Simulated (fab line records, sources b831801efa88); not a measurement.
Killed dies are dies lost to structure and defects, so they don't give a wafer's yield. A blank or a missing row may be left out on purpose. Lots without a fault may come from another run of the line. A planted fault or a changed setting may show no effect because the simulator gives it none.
fab line records | flow gf180mcu
record lots=24 wafers=72 last_day=34
route steps=602 shown VT_IMPLANT@110 DUAL_GATE@154 PSD@259 SALICIDE@283 CONTACT@291
lots that met no fault: from a run of the same line without faults
start_h: hours from the record's first day to the start of the lot's first wafer shown | wait_h: hours since the lot's step before | " the same as in the row above | L1.1+2: a row that stands for several wafers | - no value, or no start given | * or withheld: withheld | < > ~ a bound
route shown NAME@n: a module of which the file shows steps, and the number in the route of the first | usual: mean/standard deviation of fault-free wafers | same: alike in all rows | chamber/n: place in a boat | sites: the reading at each site | _std_site: their standard deviation | _edge_site: outer sites' mean less inner sites' | radius_mm: how far each site lies from the wafer's centre | mask NAME#n: copy n | behind: the tool/chamber that last shaped the wafer | hold: why the lot was held/for how many hours/how that ended | device: the transistor (n, p or np) that didn't switch | end of line: the same wafers' tests at the end of the route | a step without rows: its recipe alone | killed: dies lost to structure and defects at the first sort, not the wafer's yield | map: a wafer's dies, x killed, . not, _ none there
set.NAME: the setting as run; set.NAME@STEP: as run at that earlier step | model.NAME: the simulator's own value behind a step, which no gauge read
steps of the route over a sample of lots; a table a step, a row a wafer
services: from which hour (start_h, from the record's first day; less than 0 if before it) a tool's chamber was out of use, for how many hours, and why
## steps
# step GF_VT_IMPLANT_STRIP_20
# recipe chemistry=O2/N2 power_w=1400 pressure_mtorr=1500 platen_temp_c=250 o2_flow_sccm=3000 n2_flow_sccm=300 overash_fraction=0.5
# usual drypump_motor_current_A=5.5/0.36 heater_power_w=348/50 oes_product_au=0.715/0.0048 strip_time_to_endpoint_s=12.624/0.029
# columns lot.wafer tool chamber start_h wait_h drypump_motor_current_A heater_power_w oes_product_au rf_hours_counter_h strip_time_to_endpoint_s
L074.3 plasma_asher-02 1 126.55 0.1 5.3 355 0.724 - 12.616
L074.5 " 0 " " 6.1 355 0.721 - 12.602
L074.6 " 1 " " 5.3 354 0.718 - 12.602
L075.1 plasma_asher-03 0 133.15 0.1 5.4 424 0.708 50 12.637
L075.2 " 1 " " 5.6 289 0.716 50 12.606
L075.5 " 1 " " 5.6 291 0.716 - 12.642
L076.1 plasma_asher-04 1 140.04 0.1 4.9 325 0.718 34 12.658
L076.2 " 0 " " 5.6 342 0.718 34 12.629
L076.5 " 0 " " 5.6 336 0.717 - 12.643
L077.1 plasma_asher-03 1 145.31 0.1 5.6 286 0.714 51 12.659
L077.3 " 1 " " 5.6 288 0.718 - 12.649
L077.5 " 0 " " 5.4 431 0.718 - 12.677
L078.2 plasma_asher-03 1 152.05 0.1 5.6 286 0.726 52 12.654
L078.3 " 1 " " 5.6 286 0.716 - 12.682
L078.5 " 1 " " 5.6 286 0.717 - 12.661
L079.1 plasma_asher-04 0 157.31 0.1 5.6 336 0.721 36 12.590
L079.3 " 1 " " 4.8 318 0.717 - 12.605
L079.6 " 0 " " 5.6 340 0.714 - 12.662
L080.2 plasma_asher-03 1 164.64 0.1 5.6 293 0.711 53 12.625
L080.5 " 1 " " 5.6 285 0.716 - 12.651
L080.6 " 0 " " 5.4 426 0.715 - 12.648
L081.2 plasma_asher-04 1 172.84 0.1 4.8 320 0.717 37 12.662
L081.4 " 0 " " 5.6 337 0.711 - 12.639
L081.6 " 0 " " 5.6 334 0.705 - 12.628
L082.1 plasma_asher-04 0 179.89 0.1 5.6 334 0.716 38 12.619
L082.3 " 0 " " 5.6 338 0.709 - 12.618
L082.6 " 1 " " 4.8 320 0.712 - 12.627
L083.2 plasma_asher-04 0 186.59 0.1 5.6 344 0.713 38 12.622
L083.3 " 0 " " 5.6 343 0.706 - 12.627
L083.6 " 1 " " 4.9 324 0.722 - 12.635
L084.4 plasma_asher-03 0 189.57 0.1 5.5 422 0.708 - 12.657
L084.5 " 0 " " 5.5 436 0.719 - 12.617
L084.6 " 1 " " 5.6 276 0.716 - 12.650
L085.1 plasma_asher-03 0 193.94 0.1 5.5 424 0.712 56 12.656
L085.3 " 0 " " 5.4 422 0.713 - 12.628
L085.4 " 1 " " 5.6 282 0.711 - 12.627
L086.1 plasma_asher-03 0 203.64 0.1 5.4 424 0.714 58 12.617
L086.2 " 1 " " 5.6 286 0.710 58 12.622
L086.3 " 1 " " 5.6 287 0.707 - 12.589
L087.1 plasma_asher-03 0 207.11 0.1 5.4 424 0.713 58 12.620
L087.3 " 1 " " 5.7 285 0.713 - 12.629
L087.6 " 1 " " 5.6 281 0.716 - 12.591
L088.4 plasma_asher-04 1 213.08 0.1 4.8 328 0.711 - 12.640
L088.5 " 1 " " 4.8 323 0.711 - 12.637
L088.6 " 0 " " 5.6 344 0.723 - 12.607
L089.3 plasma_asher-03 1 224.32 0.1 5.7 290 0.714 - 12.651
L089.4 " 0 " " 5.4 420 0.716 - 12.611
L089.6 " 1 " " 5.6 283 0.713 - 12.654
L090.2 plasma_asher-03 0 230.89 0.1 5.5 437 0.711 61 12.629
L090.3 " 1 " " 5.6 284 0.716 - 12.602
L090.6 " 1 " " 5.6 288 0.719 - 12.596
L091.3 plasma_asher-02 0 233.84 0.1 6.2 355 0.720 - 12.655
L091.5 " 1 " " 5.3 366 0.714 - 12.613
L091.6 " 0 " " 6.2 359 0.715 - 12.609
L092.3 plasma_asher-04 0 240.33 0.1 5.6 337 0.721 - 12.607
L092.4 " 1 " " 4.8 319 0.722 - 12.570
L092.6 " 1 " " 4.8 320 0.707 - 12.616
L093.1 plasma_asher-03 0 245.46 0.1 5.4 428 0.725 62 12.596
L093.5 " 1 " " 5.6 281 0.714 - 12.621
L093.6 " 0 " " 5.4 434 0.716 - 12.580
L094.1 plasma_asher-02 0 253.59 0.1 6.2 369 0.714 60 12.645
L094.2 " 1 " " 5.3 366 0.710 60 12.686
L094.4 " 1 " " 5.3 357 0.712 - 12.669
L095.1 plasma_asher-04 0 260.66 0.1 5.6 347 0.723 46 12.595
L095.4 " 1 " " 4.8 321 0.723 - 12.591
L095.5 " 1 " " 4.8 327 0.715 - 12.571
L096.2 plasma_asher-02 0 267.04 0.1 6.2 367 0.712 62 12.665
L096.4 " 0 " " 6.2 367 0.713 - 12.641
L096.5 " 1 " " 5.3 355 0.711 - 12.681
L097.1 plasma_asher-02 0 271.74 0.1 6.2 347 0.721 62 12.614
L097.2 " 1 " " 5.3 366 0.713 62 12.613
L097.3 " 1 " " 5.3 355 0.716 - 12.602
# step GF_VT_IMPLANT_STRIP_42
# recipe chemistry=O2/N2 power_w=1400 pressure_mtorr=1500 platen_temp_c=250 o2_flow_sccm=3000 n2_flow_sccm=300 overash_fraction=0.5
# usual drypump_motor_current_A=5.5/0.42 heater_power_w=347/38 oes_product_au=0.716/0.0045 strip_time_to_endpoint_s=12.62/0.036
# columns lot.wafer tool chamber start_h wait_h drypump_motor_current_A heater_power_w oes_product_au rf_hours_counter_h strip_time_to_endpoint_s
L074.3 plasma_asher-03 0 157.05 0.1 5.5 421 0.712 - 12.59
L074.5 " 0 " " 5.5 430 0.721 - 12.61
L074.6 " 1 " " 5.6 279 0.720 - 12.64
L075.1 plasma_asher-04 1 164.50 0.1 4.9 324 0.724 36 12.62
L075.2 " 0 " " 5.6 339 0.721 36 12.65
L075.5 " 0 " " 5.6 335 0.709 - 12.59
L076.1 plasma_asher-02 0 172.05 0.1 6.1 365 0.718 53 12.59
L076.2 " 1 " " 5.3 363 0.714 53 12.60
L076.5 " 0 " " 6.2 355 0.716 - 12.61
L077.1 plasma_asher-04 1 177.41 0.1 4.9 330 0.715 38 12.64
L077.3 " 1 " " 4.9 323 0.717 - 12.63
L077.5 " 0 " " 5.6 344 0.717 - 12.62
L078.2 plasma_asher-02 1 183.69 0.1 5.3 356 0.717 54 12.64
L078.3 " 1 " " 5.3 356 0.725 - 12.65
L078.5 " 0 " " 6.2 356 0.717 - 12.64
L079.1 plasma_asher-04 0 190.46 0.1 5.6 345 0.718 39 12.61
L079.3 " 1 " " 4.8 320 0.713 - 12.62
L079.6 " 0 " " 5.6 343 0.725 - 12.58
L080.2 plasma_asher-02 1 197.30 0.1 5.3 358 0.723 55 12.61
L080.5 " 1 " " 5.3 362 0.712 - 12.57
L080.6 " 0 " " 6.2 355 0.720 - 12.57
L081.2 plasma_asher-03 0 206.44 0.1 5.5 426 0.721 58 12.64
L081.4 " 1 " " 5.7 282 0.711 - 12.58
L081.6 " 0 " " 5.5 438 0.723 - 12.61
L082.1 plasma_asher-03 0 213.99 0.1 5.4 422 0.715 59 12.54
L082.3 " 0 " " 5.5 423 0.719 - 12.53
L082.6 " 0 " " 5.4 421 0.712 - 12.56
L083.2 plasma_asher-02 1 221.24 0.1 5.2 357 0.717 57 12.62
L083.3 " 1 " " 5.3 350 0.716 - 12.64
L083.6 " 0 " " 6.2 364 0.712 - 12.64
L084.4 plasma_asher-04 0 224.08 0.1 5.6 339 0.707 - 12.66
L084.5 " 0 " " 5.6 335 0.725 - 12.69
L084.6 " 1 " " 4.8 323 0.716 - 12.70
L085.1 plasma_asher-03 1 228.79 0.1 5.6 285 0.718 61 12.62
L085.3 " 1 " " 5.6 281 0.723 - 12.63
L085.4 " 0 " " 5.4 415 0.715 - 12.63
L086.1 plasma_asher-03 0 239.39 0.1 5.5 431 0.709 62 12.64
L086.2 " 1 " " 5.7 292 0.714 62 12.65
L086.3 " 1 " " 5.6 285 0.716 - 12.67
L087.1 plasma_asher-04 1 243.06 0.1 4.8 325 0.719 44 12.57
L087.3 " 1 " " 4.9 327 0.715 - 12.59
L087.6 " 0 " " 5.6 346 0.717 - 12.58
L088.4 plasma_asher-03 1 249.98 0.1 5.6 289 0.713 - 12.62
L088.5 " 0 " " 5.5 425 0.719 - 12.60
L088.6 " 1 " " 5.6 297 0.706 - 12.61
L089.3 plasma_asher-02 1 260.99 0.1 5.3 353 0.714 - 12.61
L089.4 " 0 " " 6.2 357 0.720 - 12.60
L089.6 " 1 " " 5.3 352 0.713 - 12.62
L090.2 plasma_asher-04 1 268.79 0.1 4.9 325 0.712 47 12.63
L090.3 " 1 " " 4.9 322 0.719 - 12.66
L090.6 " 1 " " 4.9 328 0.714 - 12.66
L091.3 plasma_asher-04 1 271.72 0.1 4.8 328 0.711 - 12.68
L091.5 " 1 " " 4.9 322 0.716 - 12.69
L091.6 " 0 " " 5.6 342 0.711 - 12.65
L092.3 plasma_asher-02 1 278.28 0.1 5.3 357 0.710 - 12.60
L092.4 " 0 " " 6.2 360 0.718 - 12.58
L092.6 " 1 " " 5.3 361 0.724 - 12.59
L093.1 plasma_asher-02 1 282.94 0.1 5.3 359 0.720 63 12.63
L093.5 " 1 " " 5.3 360 0.724 - 12.61
L093.6 " 0 " " 6.2 359 0.720 - 12.63
L094.1 plasma_asher-04 1 292.24 0.1 4.8 331 0.726 49 12.65
L094.2 " 0 " " 5.6 336 0.716 49 12.68
L094.4 " 0 " " 5.6 345 0.719 - 12.66
L095.1 plasma_asher-04 1 298.76 0.1 4.8 322 0.716 50 12.64
L095.4 " 0 " " 5.6 343 0.718 - 12.65
L095.5 " 0 " " 5.6 345 0.711 - 12.67
L096.2 plasma_asher-02 0 307.44 0.1 6.2 361 0.722 66 12.60
L096.4 " 1 " " 5.3 356 0.720 - 12.62
L096.5 " 0 " " 6.2 357 0.722 - 12.60
L097.1 plasma_asher-04 0 312.36 0.1 5.6 337 0.716 51 12.60
L097.2 " 1 " " 4.9 324 0.717 51 12.61
L097.3 " 0 " " 5.6 345 0.723 - 12.58
# step GF_DUAL_GATE_STRIP_13
# recipe chemistry=O2/N2 power_w=1400 pressure_mtorr=1500 platen_temp_c=250 o2_flow_sccm=3000 n2_flow_sccm=300 overash_fraction=0.5
# usual drypump_motor_current_A=5.4/0.39 heater_power_w=346/16 oes_product_au=0.716/0.0045 strip_time_to_endpoint_s=12.61/0.037
# columns lot.wafer tool chamber start_h wait_h drypump_motor_current_A heater_power_w oes_product_au rf_hours_counter_h strip_time_to_endpoint_s
L074.3 plasma_asher-01 0 175.06 0.0 5.4 335 0.708 - 12.67
L074.5 " 1 " " 5.2 364 0.720 - 12.68
L074.6 " 0 " " 5.4 337 0.714 - 12.65
L075.1 plasma_asher-01 1 185.95 0.0 5.2 377 0.714 7 12.68
L075.2 " 0 " " 5.4 341 0.721 7 12.67
L075.5 " 0 " " 5.4 340 0.719 - 12.65
L076.1 plasma_asher-04 1 191.67 0.0 4.9 319 0.711 39 12.65
L076.2 " 0 " " 5.6 337 0.717 39 12.61
L076.5 " 0 " " 5.6 346 0.718 - 12.63
L077.1 plasma_asher-01 1 196.48 0.0 5.1 351 0.718 8 12.65
L077.3 " 0 " " 5.4 338 0.718 - 12.61
L077.5 " 0 " " 5.4 325 0.721 - 12.62
L078.2 plasma_asher-04 1 202.89 0.0 4.9 318 0.718 40 12.62
L078.3 " 0 " " 5.6 345 0.721 - 12.65
L078.5 " 0 " " 5.6 338 0.718 - 12.63
L079.1 plasma_asher-02 0 212.49 0.0 6.2 357 0.717 56 12.65
L079.3 " 1 " " 5.3 355 0.725 - 12.65
L079.6 " 0 " " 6.1 372 0.714 - 12.63
L080.2 plasma_asher-02 0 218.52 0.0 6.2 358 0.719 57 12.63
L080.5 " 1 " " 5.3 363 0.713 - 12.64
L080.6 " 0 " " 6.2 359 0.720 - 12.64
L081.2 plasma_asher-01 0 227.53 0.0 5.4 335 0.722 11 12.55
L081.4 " 1 " " 5.1 351 0.717 - 12.56
L081.6 " 0 " " 5.4 332 0.720 - 12.59
L082.1 plasma_asher-01 0 235.35 0.0 5.4 339 0.714 12 12.51
L082.3 " 1 " " 5.2 349 0.722 - 12.59
L082.6 " 1 " " 5.2 360 0.718 - 12.54
L083.2 plasma_asher-02 0 241.79 0.0 6.2 370 0.718 59 12.57
L083.3 " 0 " " 6.2 355 0.720 - 12.57
L083.6 " 1 " " 5.3 360 0.710 - 12.53
L084.4 plasma_asher-04 0 244.85 0.0 5.6 348 0.720 - 12.61
L084.5 " 0 " " 5.6 336 0.718 - 12.58
L084.6 " 1 " " 4.9 317 0.717 - 12.54
L085.1 plasma_asher-01 1 250.10 0.0 5.2 357 0.707 13 12.60
L085.3 " 0 " " 5.4 340 0.719 - 12.62
L085.4 " 1 " " 5.2 365 0.713 - 12.62
L086.1 plasma_asher-04 1 261.80 0.0 4.9 315 0.725 46 12.64
L086.2 " 0 " " 5.6 335 0.716 46 12.64
L086.3 " 1 " " 4.9 326 0.710 - 12.63
L087.1 plasma_asher-02 0 264.63 0.0 6.2 368 0.720 61 12.62
L087.3 " 0 " " 6.2 350 0.712 - 12.58
L087.6 " 0 " " 6.2 358 0.714 - 12.60
L088.4 plasma_asher-02 0 275.56 0.0 6.2 364 0.718 - 12.59
L088.5 " 0 " " 6.2 364 0.716 - 12.62
L088.6 " 1 " " 5.2 361 0.715 - 12.59
L089.3 plasma_asher-04 0 282.95 0.0 5.6 345 0.720 - 12.65
L089.4 " 1 " " 4.8 323 0.716 - 12.67
L089.6 " 1 " " 4.8 326 0.711 - 12.69
L090.2 plasma_asher-04 1 290.92 0.0 4.8 325 0.714 49 12.63
L090.3 " 1 " " 4.8 320 0.715 - 12.62
L090.6 " 0 " " 5.6 347 0.723 - 12.60
L091.3 plasma_asher-04 1 293.82 0.0 4.8 320 0.721 - 12.64
L091.5 " 1 " " 4.8 327 0.709 - 12.64
L091.6 " 0 " " 5.6 339 0.720 - 12.64
L092.3 plasma_asher-02 1 300.57 0.0 5.3 364 0.711 - 12.58
L092.4 " 0 " " 6.2 365 0.717 - 12.59
L092.6 " 0 " " 6.2 367 0.714 - 12.62
L093.1 plasma_asher-01 0 305.58 0.0 5.4 345 0.719 19 12.64
L093.5 " 0 " " 5.4 335 0.719 - 12.61
L093.6 " 1 " " 5.2 365 0.716 - 12.58
L094.1 plasma_asher-04 1 315.10 0.0 4.8 321 0.714 51 12.53
L094.2 " 0 " " 5.6 342 0.714 51 12.56
L094.4 " 1 " " 4.8 319 0.720 - 12.52
L095.1 plasma_asher-04 1 322.29 0.0 4.8 314 0.719 52 12.57
L095.4 " 0 " " 5.6 347 0.714 - 12.59
L095.5 " 0 " " 5.6 338 0.714 - 12.61
L096.2 plasma_asher-01 1 330.04 0.0 5.2 360 0.712 21 12.64
L096.4 " 0 " " 5.4 337 0.709 - 12.62
L096.5 " 1 " " 5.1 361 0.713 - 12.59
L097.1 plasma_asher-01 0 335.75 0.0 5.4 334 0.711 22 12.62
L097.2 " 1 " " 5.2 355 0.719 22 12.62
L097.3 " 1 " " 5.2 357 0.711 - 12.61
# step GF_PSD_TW_MEAS_11
# usual PSD_TW=3181/19
# columns lot.wafer tool chamber start_h wait_h PSD_TW
L074.3 film_metro-03 - 323.85 0.1 3177
L074.5 " - " " 3184
L074.6 " - " " 3177
L075.1 film_metro-03 - 327.08 0.1 3183
L075.2 " - " " 3191
L075.5 " - " " 3192
L076.1 film_metro-03 - 337.51 0.1 3201
L076.2 " - " " 3211
L076.5 " - " " 3202
L077.1 film_metro-04 - 342.76 0.1 3218
L077.3 " - " " 3202
L077.5 " - " " 3213
L078.2 film_metro-03 - 350.17 0.1 3193
L078.3 " - " " 3200
L078.5 " - " " 3192
L079.1 film_metro-03 - 359.48 0.1 3198
L079.3 " - " " 3220
L079.6 " - " " 3195
L080.2 film_metro-04 - 366.57 0.1 3171
L080.5 " - " " 3165
L080.6 " - " " 3168
L081.2 film_metro-04 - 381.02 0.1 3177
L081.4 " - " " 3174
L081.6 " - " " 3166
L082.1 film_metro-04 - 391.33 0.1 3188
L082.3 " - " " 3159
L082.6 " - " " 3172
L083.2 film_metro-04 - 397.44 0.1 3159
L083.3 " - " " 3163
L083.6 " - " " 3158
L084.4 film_metro-01 - 402.64 0.1 3181
L084.5 " - " " 3166
L084.6 " - " " 3170
L085.1 film_metro-03 - 412.76 0.1 3187
L085.3 " - " " 3184
L085.4 " - " " 3183
L086.1 film_metro-01 - 422.53 0.1 3190
L086.2 " - " " 3171
L086.3 " - " " 3181
L087.1 film_metro-03 - 425.51 0.1 3205
L087.3 " - " " 3186
L087.6 " - " " 3221
L088.4 film_metro-04 - 441.69 0.1 3186
L088.5 " - " " 3172
L088.6 " - " " 3197
L089.3 film_metro-01 - 448.75 0.1 3205
L089.4 " - " " 3186
L089.6 " - " " 3180
L090.2 film_metro-04 - 461.32 0.1 3174
L090.3 " - " " 3199
L090.6 " - " " 3173
L091.3 film_metro-04 - 462.98 0.1 3167
L091.5 " - " " 3199
L091.6 " - " " 3207
L092.3 film_metro-04 - 471.25 0.1 3188
L092.4 " - " " 3180
L092.6 " - " " 3186
L093.1 film_metro-03 - 477.03 0.1 3183
L093.5 " - " " 3200
L093.6 " - " " 3188
L094.1 film_metro-03 - 487.51 0.1 3134
L094.2 " - " " 3142
L094.4 " - " " 3151
L095.1 film_metro-03 - 493.88 0.1 3143
L095.4 " - " " 3144
L095.5 " - " " 3139
L096.2 film_metro-04 - 503.37 0.1 3190
L096.4 " - " " 3164
L096.5 " - " " 3162
L097.1 film_metro-04 - 508.36 0.1 3190
L097.2 " - " " 3202
L097.3 " - " " 3181
# step GF_SALICIDE_THK_MEAS_05
# recipe thk_meas_gauge=xrf reads=TiN_of_SALICIDE_SPUTTER_03
# usual SALICIDE_TIN_THK=19.98/0.23
# columns lot.wafer tool chamber start_h wait_h SALICIDE_TIN_THK[nm]
L074.3 film_metro-03 - 345.54 0.1 19.57
L074.5 " - " " 19.65
L074.6 " - " " 19.52
L075.1 film_metro-04 - 349.09 0.1 20.26
L075.2 " - " " 20.47
L075.5 " - " " 20.36
L076.1 film_metro-02 - 360.34 0.1 20.02
L076.2 " - " " 19.89
L076.5 " - " " 20.03
L077.1 film_metro-03 - 364.82 0.1 20.27
L077.3 " - " " 20.24
L077.5 " - " " 20.17
L078.2 film_metro-04 - 372.90 0.1 20.37
L078.3 " - " " 20.33
L078.5 " - " " 20.24
L079.1 film_metro-02 - 382.58 0.1 20.07
L079.3 " - " " 20.16
L079.6 " - " " 20.14
L080.2 film_metro-03 - 390.72 0.1 19.91
L080.5 " - " " 19.84
L080.6 " - " " 20.07
L081.2 film_metro-03 - 405.15 0.1 20.20
L081.4 " - " " 20.15
L081.6 " - " " 20.24
L082.1 film_metro-04 - 415.34 0.1 19.92
L082.3 " - " " 19.78
L082.6 " - " " 19.73
L083.2 film_metro-02 - 421.88 0.1 19.75
L083.3 " - " " 19.81
L083.6 " - " " 20.01
L084.4 film_metro-03 - 427.00 0.1 19.39
L084.5 " - " " 19.75
L084.6 " - " " 19.69
L085.1 film_metro-02 - 438.22 0.1 19.92
L085.3 " - " " 20.23
L085.4 " - " " 19.99
L086.1 film_metro-03 - 448.22 0.1 20.10
L086.2 " - " " 20.12
L086.3 " - " " 20.24
L087.1 film_metro-03 - 451.19 0.1 20.00
L087.3 " - " " 19.74
L087.6 " - " " 19.87
L088.4 film_metro-04 - 466.92 0.1 20.07
L088.5 " - " " 19.89
L088.6 " - " " 20.11
L089.3 film_metro-03 - 473.57 0.1 19.74
L089.4 " - " " 19.97
L089.6 " - " " 19.91
L090.2 film_metro-02 - 485.73 0.1 20.12
L090.3 " - " " 19.99
L090.6 " - " " 20.16
L091.3 film_metro-03 - 487.94 0.1 20.36
L091.5 " - " " 20.03
L091.6 " - " " 20.02
L092.3 film_metro-03 - 496.15 0.1 20.18
L092.4 " - " " 19.98
L092.6 " - " " 19.96
L093.1 film_metro-02 - 501.44 0.1 20.10
L093.5 " - " " 20.33
L093.6 " - " " 20.17
L094.1 film_metro-03 - 512.31 0.1 19.62
L094.2 " - " " 19.68
L094.4 " - " " 19.83
L095.1 film_metro-02 - 518.62 0.1 19.76
L095.4 " - " " 19.63
L095.5 " - " " 19.84
L096.2 film_metro-02 - 527.68 0.1 20.20
L096.4 " - " " 20.09
L096.5 " - " " 20.27
L097.1 film_metro-04 - 532.74 0.1 19.91
L097.2 " - " " 19.99
L097.3 " - " " 19.97
# step GF_CONTACT_CMP_04
# recipe material=SiO2 down_force_psi=4 platen_rpm=60 pad_velocity_m_s=0.94248
# usual motor_current_A=12.4/1.1 time_to_endpoint_s=111/5.9
# columns lot.wafer tool chamber start_h wait_h motor_current_A time_to_endpoint_s
L074.3 cmp-02 0 346.26 0.2 10.8 105
L074.6 " 1 " " 12.5 108
L074.5 " 2 " " 12.5 110
L075.1 cmp-01 3 349.73 0.1 11.8 112
L075.2 " 1 " " 13.6 115
L075.5 " 2 " " 12.9 128
L076.1 cmp-01 1 360.99 0.1 14.4 121
L076.2 " 2 " " 13.5 115
L076.5 " 1 " " 13.9 127
L077.3 cmp-02 3 365.41 0.0 10.9 106
L077.1 " 1 " " 11.9 107
L077.5 " 0 " " 10.5 111
L078.2 cmp-01 2 373.53 0.1 12.6 110
L078.3 " 0 " " 13.8 110
L078.5 " 1 " " 13.6 117
L079.1 cmp-01 0 383.22 0.1 13.7 119
L079.3 " 1 " " 14.0 118
L079.6 " 3 " " 12.2 120
L080.2 cmp-02 0 391.41 0.1 11.1 98
L080.5 " 2 " " 12.4 111
L080.6 " 3 " " 11.4 113
L081.4 cmp-02 1 405.76 0.0 12.2 112
L081.2 " 0 " " 11.1 112
L081.6 " 1 " " 12.5 117
L082.3 cmp-02 2 415.98 0.1 12.4 106
L082.1 " 3 " " 10.7 109
L082.6 " 1 " " 12.5 112
L083.3 cmp-02 2 422.57 0.1 12.8 112
L083.2 " 3 " " 11.0 110
L083.6 " 2 " " 11.7 115
L084.4 cmp-01 1 427.56 0.0 13.9 116
L084.6 " 1 " " 14.4 111
L084.5 " 2 " " 13.2 114
L085.3 cmp-02 3 438.81 0.0 10.6 106
L085.4 " 0 " " 10.7 117
L085.1 " 2 " " 12.2 111
L086.2 cmp-01 3 448.84 0.0 12.6 94
L086.3 " 0 " " 12.8 102
L086.1 " 1 " " 14.0 103
L087.1 cmp-01 0 451.94 0.1 14.1 104
L087.3 " 2 " " 13.2 109
L087.6 " 3 " " 13.0 106
L088.4 cmp-01 1 467.71 0.3 14.4 111
L088.5 " 3 " " 12.9 106
L088.6 " 0 " " 13.2 103
L089.4 cmp-02 1 474.14 0.0 12.2 111
L089.3 " 3 " " 10.9 110
L089.6 " 1 " " 12.4 110
L090.3 cmp-02 3 486.36 0.1 10.2 113
L090.2 " 1 " " 13.5 105
L090.6 " 3 " " 10.8 117
L091.3 cmp-01 2 488.51 0.0 13.0 106
L091.6 " 2 " " 12.7 116
L091.5 " 3 " " 12.5 110
L092.4 cmp-01 0 496.77 0.1 14.4 110
L092.3 " 2 " " 12.0 107
L092.6 " 3 " " 12.5 110
L093.1 cmp-02 1 502.02 0.1 12.6 110
L093.5 " 1 " " 11.9 114
L093.6 " 2 " " 12.6 116
L094.1 cmp-01 1 512.99 0.1 14.8 108
L094.4 " 2 " " 12.6 114
L094.2 " 3 " " 12.7 97
L095.4 cmp-02 3 519.29 0.1 10.8 114
L095.1 " 1 " " 12.7 107
L095.5 " 3 " " 10.6 111
L096.2 cmp-02 3 528.31 0.1 10.8 107
L096.4 " 1 " " 12.3 105
L096.5 " 3 " " 10.9 109
L097.3 cmp-01 0 533.40 0.1 13.5 106
L097.1 " 1 " " 13.4 115
L097.2 " 2 " " 13.4 109
## services
# columns tool chamber start_h hours kind
cmp-01 - 102.77 1.7 repair
plasma_asher-02 - 107.90 0.4 repair
cmp-01 - 113.41 0.8 repair
plasma_asher-04 - 135.21 1.3 repair
plasma_asher-03 - 146.86 1.5 repair
plasma_asher-03 - 162.87 0.9 repair
cmp-02 - 168.06 3.1 pm
cmp-01 - 171.61 0.8 repair
cmp-02 - 176.01 20.4 pm
plasma_asher-02 - 180.07 1.9 repair
plasma_asher-02 - 187.67 6.7 repair
plasma_asher-02 - 200.67 2.8 pm
cmp-01 - 201.12 3.6 repair
cmp-01 - 206.24 5.6 pm
cmp-02 - 232.05 4.0 pm
cmp-01 - 286.24 2.0 repair
plasma_asher-03 - 301.44 1.8 repair
plasma_asher-04 - 306.17 2.8 pm
plasma_asher-04 - 317.95 2.2 repair
plasma_asher-03 - 421.31 9.0 pm
plasma_asher-02 - 441.66 4.6 repair
plasma_asher-02 - 454.66 0.4 repair
plasma_asher-03 - 483.94 2.0 repair
plasma_asher-03 - 500.82 4.3 pm
## key
fault none
